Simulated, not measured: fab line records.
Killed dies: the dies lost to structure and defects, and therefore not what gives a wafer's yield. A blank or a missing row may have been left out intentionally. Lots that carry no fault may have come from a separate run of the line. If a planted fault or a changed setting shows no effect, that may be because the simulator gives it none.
Which of the tools did it? :: flow gf180mcu :: 12 lots, 36 wafers sampled, at 1 step of a route of 602

WHAT THE GAUGES SHOWED, per wafer
GF_V1_BOW_MEAS_05.
lot: L075
measured: day 17 20:47
on: film metro-03
V1_BOW (um): 94 95 81

lot: L077
measured: day 18 22:36
on: film metro-02
V1_BOW (um): 84 81 85

lot: L079
measured: day 19 20:13
on: film metro-04
V1_BOW (um): 81 74 77

lot: L081
measured: day 20 17:38
on: film metro-02
V1_BOW (um): 79 73 68

lot: L083
measured: day 21 00:13
on: film metro-03
V1_BOW (um): 83 72 77

lot: L085
measured: day 21 21:29
on: film metro-02
V1_BOW (um): 77 89 91

lot: L087
measured: day 22 14:43
on: film metro-04
V1_BOW (um): 74 83 83

lot: L089
measured: day 23 06:50
on: film metro-03
V1_BOW (um): 93 97 100

lot: L091
measured: day 24 03:47
on: film metro-04
V1_BOW (um): 80 72 82

lot: L093
measured: day 24 12:41
on: film metro-02
V1_BOW (um): 81 85 83

lot: L095
measured: day 25 06:20
on: film metro-02
V1_BOW (um): 95 84 85

lot: L097
measured: day 26 03:22
on: film metro-02
V1_BOW (um): 74 77 76

TOOL THAT RAN EACH LOT (tool first, then ch and the chambers of the sampled wafers, then the start)
The record shows no process step preceding these readings.

THE ANSWER, worked out from the rows above alone
Rule: usual is defined by the lots themselves. The widest of any qualifying gaps counts: lots, ordered by their means at a reading, are off when they make up no more than a third of the lots, leave a main group of 4 or more, and stand apart from it by 3 or more times the standard deviation of that group's means. A main group is skipped when, at the precision printed for the reading in the tables above, its means are all equal. A lot without any number at a reading at which 4 lots or more have one is off too. All remaining lots with rows at the step are treated as sound.
No lot is off on any of the readings shown, so nothing can be concluded from this.

WHAT WAS PUT IN BY THE SIMULATOR
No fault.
